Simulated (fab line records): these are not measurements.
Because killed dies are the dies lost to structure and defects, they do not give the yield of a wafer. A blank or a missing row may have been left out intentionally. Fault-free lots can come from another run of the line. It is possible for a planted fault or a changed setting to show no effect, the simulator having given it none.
Matching of chambers -- flow sfqLine -- SFQ_TRILAYER_I4_CMP_CMP_100 on cmp-01 has 4 sister chambers
The step polishes SiO2. 7 wafers are shown with their chamber, then 7 later ones without.

## WAFERS PAIRED WITH THEIR CHAMBERS
wafer,chamber,motorCurrentA (A),platenRpm (rpm)
L764.2,1,10.9,60.00
L764.4,2,11.1,59.96
L766.3,3,9.2,60.14
L769.5,0,11.1,59.97
L769.6,1,10.5,60.01
L770.2,3,8.0,60.01
L770.3,0,11.1,59.98

## WAFERS WHOSE CHAMBER IS MISSING
wafer,motorCurrentA (A),platenRpm (rpm)
L770.4,11.7,59.98
L771.4,11.5,59.99
L771.5,11.7,60.01
L771.6,10.7,59.94
L772.2,10.8,59.97
L772.4,10.8,60.01
L772.5,8.8,59.95

## THE CHAMBER EACH PASSED THROUGH
wafer,from the rows above,in truth
L770.4,can't be placed: 0 or 2 or 1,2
L771.4,can't be placed: 0 or 2 or 1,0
L771.5,can't be placed: 0 or 2 or 1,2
L771.6,can't be placed: 2 or 0 or 1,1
L772.2,can't be placed: 0 or 2 or 1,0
L772.4,can't be placed: 1 or 0 or 2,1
L772.5,can't be placed: 3 or 1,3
Correct placement for 0 of the 7. Cannot be placed on the basis of these rows: 7; the candidates contain the true chamber in 7. Number placed wrongly: 0.
How it was worked out, from the rows above alone: a wafer's distance from a chamber is the root of the sum, over the readings, of the square of ((its reading less the chamber's mean) divided by the reading's scatter). The wafer belongs to the nearest chamber; if the next one is less than 2 further off, it can't be placed. For every chamber, the mean is computed from those of its wafers that are shown. The scatter: take each reading less its chamber's mean, square it, sum over the shown wafers, divide by the number of wafers less the number of chambers, and take the root.
